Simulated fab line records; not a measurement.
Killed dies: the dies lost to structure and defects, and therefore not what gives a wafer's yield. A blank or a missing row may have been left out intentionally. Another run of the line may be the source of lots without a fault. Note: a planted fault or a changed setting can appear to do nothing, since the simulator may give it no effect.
Which of the tools did it? -- flow gf180mcu -- 6 lots with 18 wafers sampled at 3 steps, on a route of 602 steps

== WHAT EACH GAUGE READ, for each wafer ==
GF_M5_CD_MEAS_07: the cd target is 280 nm.
lot,measured,on,cd nm (nm)
L815,day 26 21:57,cd sem-01,278.0 277.5 279.8
L826,day 30 06:52,cd sem-02,283.7 284.0 283.3
L830,day 31 14:59,cd sem-02,281.7 281.5 280.4
L832,day 31 21:17,cd sem-02,280.0 279.4 280.4
L834,day 32 10:37,cd sem-01,280.7 280.5 280.8
L836,day 32 23:59,cd sem-01,278.1 278.3 278.3

== EACH LOT AND THE TOOL THAT RAN IT (in order: tool; ch and the chambers of the sampled wafers; start) ==
lot,GF_MIM_SPUTTER_02,GF_M5_EXPOSE_04
L815,"pvd sputter-02, day 25 03:11","krf scanner-02 ch 0, day 26 12:04"
L826,"pvd sputter-02, day 28 17:12","krf scanner-01 ch 0, day 29 22:22"
L830,"pvd sputter-03, day 30 02:03","krf scanner-01 ch 0, day 31 06:35"
L832,"pvd sputter-03, day 30 09:20","krf scanner-01 ch 0, day 31 12:41"
L834,"pvd sputter-04, day 30 23:54","krf scanner-02 ch 0, day 32 01:55"
L836,"pvd sputter-04, day 31 14:00","krf scanner-02 ch 0, day 32 15:46"
- GF_MIM_SPUTTER_02: material AlCu, target thk 450 nm, time 23.9 s.
- GF_M5_EXPOSE_04: exposes mask Metal5, target cd 280 nm.

== THE ANSWER, worked out from the rows above alone ==
Rule: usual is defined by the lots themselves. The widest of any qualifying gaps counts: lots, ordered by their means at a reading, are off when they make up no more than a third of the lots, leave a main group of 4 or more, and stand apart from it by 3 or more times the standard deviation of that group's means. A main group whose means are all the same, to the digits that the tables above print for the reading, isn't used. A lot without any number at a reading at which 4 lots or more have one is off too. All remaining lots with rows at the step are treated as sound.
None of the lots is off at any reading shown; this tells nothing.

== WHAT THE SIMULATOR HAD PUT IN ==
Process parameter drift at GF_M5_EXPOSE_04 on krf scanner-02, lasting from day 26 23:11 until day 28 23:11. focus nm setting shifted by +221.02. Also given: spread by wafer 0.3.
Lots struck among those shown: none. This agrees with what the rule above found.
